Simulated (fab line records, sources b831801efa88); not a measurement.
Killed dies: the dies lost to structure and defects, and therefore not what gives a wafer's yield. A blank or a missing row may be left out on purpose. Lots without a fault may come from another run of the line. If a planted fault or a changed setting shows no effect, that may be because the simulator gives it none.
Chamber matching ; flow gf180mcu ; GF_M5_ETCH_09 on rie-diel-02: 4 sister chambers
The step etches Si3N4 in CF4/O2, target depth 52 nm, time 11.6 s. 18 wafers are shown with their chamber, then 9 later ones without.

## WAFERS PAIRED WITH THEIR CHAMBERS
wafer;chamber;drypump-motor-current-A (A);rf-fwd-power-W (W);oes-product-au (a.u.)
L077.2;3;5.4;786;1.001
L077.3;1;5.3;779;1.029
L077.4;0;6.2;789;0.989
L079.2;3;5.5;788;1.002
L079.4;2;5.9;785;1.001
L079.5;3;5.5;789;1.004
L081.2;2;5.9;786;1.001
L081.3;3;5.5;786;1.004
L081.4;0;6.1;792;0.991
L086.2;3;5.5;782;0.994
L086.4;1;5.3;776;1.016
L086.5;3;5.5;785;1.001
L090.2;0;6.1;792;0.988
L090.4;3;5.5;788;1.000
L090.6;1;5.3;783;1.003
L092.2;0;6.1;791;0.991
L092.4;1;5.3;779;1.012
L092.6;2;5.9;786;0.990

SIGNATURES (means of the wafers above)
reading;chamber 0;chamber 1;chamber 2;chamber 3;scatter within a chamber
drypump-motor-current-A;6.125;5.300;5.900;5.486;0.0339
rf-fwd-power-W;791.00;779.25;785.67;786.29;2.15
oes-product-au;0.98975;1.01500;0.99733;1.00086;0.00601
Rule: for each reading, subtract the chamber's mean from the wafer's reading, divide by that reading's scatter and square the result; add these up over the readings and take the root, which gives the wafer's distance from the chamber. The wafer belongs to the nearest chamber; if the next one is less than 2 further off, it can't be placed. How the scatter is found: for the shown wafers, subtract from each reading the mean of its chamber, square and add these, divide the total by (wafers less chambers), then take the root.

## WAFERS WITHOUT THEIR CHAMBER
wafer;drypump-motor-current-A (A);rf-fwd-power-W (W);oes-product-au (a.u.)
L094.2;5.3;780;1.011
L094.4;6.2;793;0.994
L094.5;5.5;786;1.004
L096.1;5.3;783;1.017
L096.2;5.5;789;0.999
L096.4;6.2;792;0.991
L097.1;5.5;791;1.012
L097.2;5.9;793;1.000
L097.6;5.9;793;0.990

## CHAMBER TAKEN BY EACH
wafer;from the rows above;in truth
L094.2;1;1
L094.4;0;0
L094.5;3;3
L096.1;1;1
L096.2;3;3
L096.4;0;0
L097.1;3;3
L097.2;2;2
L097.6;2;2
Correctly placed: 9 of 9. Number that these rows cannot place: 0. Placed wrongly: 0.
